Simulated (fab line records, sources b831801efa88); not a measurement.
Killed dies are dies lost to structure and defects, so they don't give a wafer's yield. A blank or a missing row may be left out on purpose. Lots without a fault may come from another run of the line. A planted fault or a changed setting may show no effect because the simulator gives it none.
Which tool did it? | flow sky130 | 12 lots, 36 wafers sampled, at 5 steps of a route of 708

WHAT THE GAUGES READ, wafer by wafer
SKY_FIELD_ISO_THK_MEAS_25.
lot  | measured    | on            | FIELD_ISO_CVD_24_THK (nm)
L287 | day 2 11:05 | film_metro-01 | 592 592 587
L288 | day 2 15:38 | film_metro-03 | 597 606 592
L292 | day 3 10:41 | film_metro-02 | 601 591 591
L294 | day 3 22:01 | film_metro-02 | 605 601 603
L298 | day 4 16:16 | film_metro-03 | 587 589 601
L299 | day 5 00:36 | film_metro-02 | 583 584 595
L300 | day 5 07:37 | film_metro-01 | 592 596 593
L303 | day 5 20:09 | film_metro-03 | 598 593 597
L304 | day 5 23:39 | film_metro-02 | 596 587 594
L307 | day 6 16:02 | film_metro-03 | 610 601 594
L309 | day 7 01:31 | film_metro-01 | 590 592 577
L310 | day 7 08:10 | film_metro-03 | 604 599 597

SKY_VT_ADJUST_HVTR_OVL_MEAS_08.
lot  | measured     | on         | VT_ADJUST_HVTR_OVL (nm)
L287 | day 9 16:50  | overlay-01 | -1.4 0.2 -0.4
L288 | day 10 02:14 | overlay-01 | -1.5 -1.1 -1.5
L292 | day 11 01:12 | overlay-01 | 1.0 1.6 -1.4
L294 | day 11 13:53 | overlay-01 | -0.4 0.2 0.5
L298 | day 12 22:17 | overlay-02 | -0.7 -1.8 0.0
L299 | day 13 07:50 | overlay-01 | -0.1 -1.2 -2.0
L300 | day 13 14:55 | overlay-02 | -0.2 -2.3 1.8
L303 | day 14 06:14 | overlay-02 | -1.1 -1.1 -1.5
L304 | day 14 15:05 | overlay-01 | -2.4 -0.2 0.0
L307 | day 15 12:12 | overlay-01 | -1.0 -2.1 -0.7
L309 | day 16 07:05 | overlay-02 | -1.8 -2.2 -0.8
L310 | day 16 15:23 | overlay-01 | 0.9 0.7 0.8

SKY_SONOS_ONO_CD_MEAS_13: target cd 410 nm.
lot  | measured     | on        | cd_nm (nm)
L287 | day 12 22:17 | cd_sem-02 | 410.8 412.6 409.4
L288 | day 13 07:04 | cd_sem-02 | 409.6 410.3 409.6
L292 | day 14 08:11 | cd_sem-01 | 407.2 407.4 409.2
L294 | day 14 20:13 | cd_sem-02 | 409.4 408.2 407.4
L298 | day 16 12:50 | cd_sem-02 | 410.5 410.5 410.2
L299 | day 17 06:02 | cd_sem-02 | 400.0 399.7 400.3
L300 | day 17 06:22 | cd_sem-01 | 399.8 398.6 399.4
L303 | day 17 23:13 | cd_sem-01 | 410.7 412.9 411.7
L304 | day 18 12:45 | cd_sem-01 | 408.1 409.8 410.2
L307 | day 19 09:48 | cd_sem-01 | 408.9 409.2 408.6
L309 | day 20 06:16 | cd_sem-02 | 409.9 412.3 410.6
L310 | day 20 14:59 | cd_sem-02 | 410.8 411.5 410.2

WHICH TOOL RAN EACH LOT (tool, then ch and the chambers of the sampled wafers, then the start)
lot  | SKY_PWDE_STRIP_09                   | SKY_SONOS_ONO_EXPOSE_10
L287 | plasma_asher-03 ch 0,1, day 4 01:42 | iline_stepper-02 ch 0, day 12 10:31
L288 | plasma_asher-04 ch 0,1, day 4 07:31 | iline_stepper-01 ch 0, day 12 19:29
L292 | plasma_asher-03 ch 0, day 5 01:28   | iline_stepper-01 ch 0, day 13 19:08
L294 | plasma_asher-04 ch 0,1, day 5 13:34 | iline_stepper-02 ch 0, day 14 07:22
L298 | plasma_asher-03 ch 0,1, day 6 12:21 | iline_stepper-01 ch 0, day 15 23:31
L299 | plasma_asher-01 ch 1, day 6 19:46   | iline_stepper-02 ch 0, day 16 16:22
L300 | plasma_asher-03 ch 0,1, day 7 02:32 | iline_stepper-02 ch 0, day 16 16:48
L303 | plasma_asher-03 ch 0,1, day 7 14:19 | iline_stepper-01 ch 0, day 17 09:07
L304 | plasma_asher-03 ch 0,1, day 7 19:42 | iline_stepper-01 ch 0, day 17 23:06
L307 | plasma_asher-03 ch 0,1, day 8 13:46 | iline_stepper-01 ch 0, day 18 18:35
L309 | plasma_asher-01 ch 0,1, day 9 02:39 | iline_stepper-01 ch 0, day 19 16:04
L310 | plasma_asher-04 ch 0,1, day 9 10:28 | iline_stepper-01 ch 0, day 19 23:42
- SKY_PWDE_STRIP_09: strips in O2/N2.
- SKY_SONOS_ONO_EXPOSE_10: exposes mask ONOM, target cd 410 nm.

WHAT THE TOOLS THEMSELVES READ (means of the sampled wafers that have a number; where no wafer has one, the mark that the record gives instead)
SKY_PWDE_STRIP_09.
lot  | tool            | drypump_motor_current_A (A) | oes_product_au (a.u.) | strip_time_to_endpoint_s (s)
L287 | plasma_asher-03 | 5.8                         | 0.721                 | 37.02
L288 | plasma_asher-04 | 5.7                         | 0.722                 | 36.96
L292 | plasma_asher-03 | 6.1                         | 0.722                 | 37.09
L294 | plasma_asher-04 | 5.7                         | 0.724                 | 36.88
L298 | plasma_asher-03 | 5.8                         | 0.722                 | 37.04
L299 | plasma_asher-01 | 5.7                         | 0.722                 | 36.92
L300 | plasma_asher-03 | 5.8                         | 0.724                 | 36.93
L303 | plasma_asher-03 | 5.5                         | 0.721                 | 36.97
L304 | plasma_asher-03 | 5.5                         | 0.720                 | 36.89
L307 | plasma_asher-03 | 5.8                         | 0.720                 | 37.10
L309 | plasma_asher-01 | 5.8                         | 0.723                 | 37.01
L310 | plasma_asher-04 | 5.7                         | 0.720                 | 37.03

SKY_SONOS_ONO_EXPOSE_10.
lot  | tool             | exposure_dose_mJ_cm2
L287 | iline_stepper-02 | 149.82
L288 | iline_stepper-01 | 150.04
L292 | iline_stepper-01 | 150.13
L294 | iline_stepper-02 | 150.06
L298 | iline_stepper-01 | 150.10
L299 | iline_stepper-02 | 156.66
L300 | iline_stepper-02 | 156.51
L303 | iline_stepper-01 | 149.78
L304 | iline_stepper-01 | 150.17
L307 | iline_stepper-01 | 149.94
L309 | iline_stepper-01 | 150.05
L310 | iline_stepper-01 | 150.06

THE ANSWER, worked out from the rows above alone
Rule: what is usual is taken from the lots themselves. Put in order of their means at a reading, lots are off if they are a third of the lots or fewer, leave a main group of 4 or more, and stand apart from it by a gap of 3 or more times the standard deviation of the main group's means; of several such gaps the widest counts. A main group whose means are all the same, to the digits that the tables above print for the reading, isn't used. A lot without any number at a reading at which 4 lots or more have one is off too. The other lots that the step has rows for count as sound. The gauges are gone through in route order, then the tools' own readings, and for those a lot's mean is taken as printed above. The first step at which some lot is off is used, and at that step the reading that is off furthest; a lot without a number counts as furthest.
Off: L299, L300, at SKY_SONOS_ONO_CD_MEAS_13 (cd_nm). The main group: mean 409.9 nm, standard deviation 1.2.
A tool fits if, at a process step before that reading, it ran every lot that is off, and no sound lot after the first of them. The gauges at SKY_SONOS_ONO_CD_MEAS_13 aren't tried: what is off there is off at SKY_SONOS_ONO_EXPOSE_10 too, on other tools, and a gauge's error can't cause that. One fits: iline_stepper-02 at SKY_SONOS_ONO_EXPOSE_10. Its last sound lot is L294 (day 14 07:22), its first lot that is off L299 (day 16 16:22): a fault that began between those two fits.
The tool's own readings at SKY_SONOS_ONO_EXPOSE_10 bear it out: on the lots that are off they differ by more than 5 times the standard deviation of the sound lots' means. exposure_dose_mJ_cm2 reads 156.58 there against 150.01 on the sound lots.

WHAT THE SIMULATOR HAD PUT IN
Process parameter drift: iline_stepper-02, from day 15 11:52 on, at SKY_SONOS_ONO_EXPOSE_10. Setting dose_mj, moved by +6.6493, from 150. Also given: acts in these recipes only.
Lots struck among those shown: L299, L300. The rule above found the same.
